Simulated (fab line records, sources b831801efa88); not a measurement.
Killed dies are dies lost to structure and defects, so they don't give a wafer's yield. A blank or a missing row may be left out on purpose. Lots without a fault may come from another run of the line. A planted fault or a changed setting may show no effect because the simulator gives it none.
Tool commonality check | flow sky130 | 12 lots, 36 wafers sampled

WHY IT WAS OPENED
At SKY_LDD_LDN_TW_MEAS_13 the reading LDD_LDN_TW is flagged on 2 of 12 lots. Wafers without a fault read 1479, standard deviation 10.
Rule: a lot is flagged when every wafer of it that has a number lies more than 4 standard deviations from that mean, or none has a number. The other lots count as sound.

lot  | measured     | on            | LDD_LDN_TW, wafer by wafer | flag
L992 | day 23 06:17 | film_metro-03 | 1495 1491 1492             |
L993 | day 23 10:16 | film_metro-02 | 1464 1464 1471             |
L994 | day 23 17:34 | film_metro-02 | 1461 1473 1465             |
L995 | day 24 01:56 | film_metro-01 | 1475 1471 1468             |
L997 | day 25 03:03 | film_metro-02 | 1470 1475 1469             |
L998 | day 25 11:58 | film_metro-01 | 1477 1477 1487             |
L999 | day 25 21:52 | film_metro-03 | 1484 1487 1493             |
L102 | day 26 21:19 | film_metro-03 | 1492 1496 1497             |
L110 | day 29 07:01 | film_metro-01 | 1409 1402 1410             | FLAGGED
L112 | day 29 23:32 | film_metro-02 | 1384 1388 1387             | FLAGGED
L113 | day 30 03:47 | film_metro-03 | 1483 1481 1488             |
L114 | day 30 11:06 | film_metro-03 | 1488 1489 1487             |
The numbers of the flagged lots are 1397 on average: -82 against the usual, or -8 standard deviations.

WHICH TOOL RAN EACH LOT
The record holds 2 process steps before the reading, out of a route of 708 steps. In each cell: the tool, then ch and the chambers that the sampled wafers went through, then the start.
lot  | flag    | SKY_SONOS_ONO_ETCH_15              | SKY_LDD_LDN_IMPLANT_09
L992 |         | rie_diel-01 ch 0,2, day 12 23:52   | implanter-01 ch 0, day 23 05:45
L993 |         | rie_diel-04 ch 0,1,2, day 13 03:37 | implanter-01 ch 0, day 23 09:44
L994 |         | rie_diel-01 ch 0,2, day 13 08:29   | implanter-03 ch 0, day 23 17:01
L995 |         | rie_diel-03 ch 1,2,3, day 13 20:50 | implanter-02 ch 0, day 24 01:23
L997 |         | rie_diel-04 ch 0,2, day 14 14:21   | implanter-02 ch 0, day 25 02:31
L998 |         | rie_diel-01 ch 1,2,3, day 14 21:54 | implanter-03 ch 0, day 25 11:26
L999 |         | rie_diel-01 ch 0,2,3, day 15 09:42 | implanter-01 ch 0, day 25 21:20
L102 |         | rie_diel-03 ch 0,1,2, day 16 07:07 | implanter-03 ch 0, day 26 20:46
L110 | FLAGGED | rie_diel-04 ch 1,2,3, day 19 00:35 | implanter-02 ch 0, day 29 06:28
L112 | FLAGGED | rie_diel-01 ch 1,2, day 19 17:56   | implanter-02 ch 0, day 29 22:59
L113 |         | rie_diel-01 ch 1,2, day 19 23:47   | implanter-01 ch 0, day 30 03:14
L114 |         | rie_diel-01 ch 1,2, day 20 07:51   | implanter-03 ch 0, day 30 10:34
What these steps do:
- SKY_SONOS_ONO_ETCH_15: etches the open film in CHF3/O2, target depth 19.52 nm, time 7.8 s.
- SKY_LDD_LDN_IMPLANT_09
- SKY_LDD_LDN_TW_MEAS_13

FLAGGED OVER TOTAL, TOOL BY TOOL (the gauges that took the reading come last)
step                   | tool          | lots run | flagged | share of the flagged lots | sound lots run after its first flagged lot
SKY_SONOS_ONO_ETCH_15  | rie_diel-01   | 7        | 1       | some                      | 2 (L113,L114)
SKY_SONOS_ONO_ETCH_15  | rie_diel-03   | 2        | 0       | none                      | -
SKY_SONOS_ONO_ETCH_15  | rie_diel-04   | 3        | 1       | some                      | 0
SKY_LDD_LDN_IMPLANT_09 | implanter-01  | 4        | 0       | none                      | -
SKY_LDD_LDN_IMPLANT_09 | implanter-02  | 4        | 2       | all                       | 0
SKY_LDD_LDN_IMPLANT_09 | implanter-03  | 4        | 0       | none                      | -
SKY_LDD_LDN_TW_MEAS_13 | film_metro-01 | 3        | 1       | some                      | 0
SKY_LDD_LDN_TW_MEAS_13 | film_metro-02 | 4        | 1       | some                      | 0
SKY_LDD_LDN_TW_MEAS_13 | film_metro-03 | 5        | 0       | none                      | -

WHAT THE TABLE ALLOWS
1 row of the table ran every flagged lot: implanter-02 at SKY_LDD_LDN_IMPLANT_09.
- implanter-02 at SKY_LDD_LDN_IMPLANT_09: 2 of its 4 lots flagged. Its last sound lot is L997 (day 25 02:31), its first flagged lot L110 (day 29 06:28): a fault that began between those two fits. Its own readings lie more than 4 standard deviations out on every wafer of the flagged lots: dose_ions_cm2, faraday_current_uA.
One tool is left: implanter-02 at SKY_LDD_LDN_IMPLANT_09.

WHAT THE SIMULATOR HAD PUT IN
Process parameter drift: implanter-02, from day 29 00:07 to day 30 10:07, at SKY_LDD_LDN_IMPLANT_09. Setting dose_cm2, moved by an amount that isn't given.
Lots struck among those shown: L110, L112. The rule above found the same.
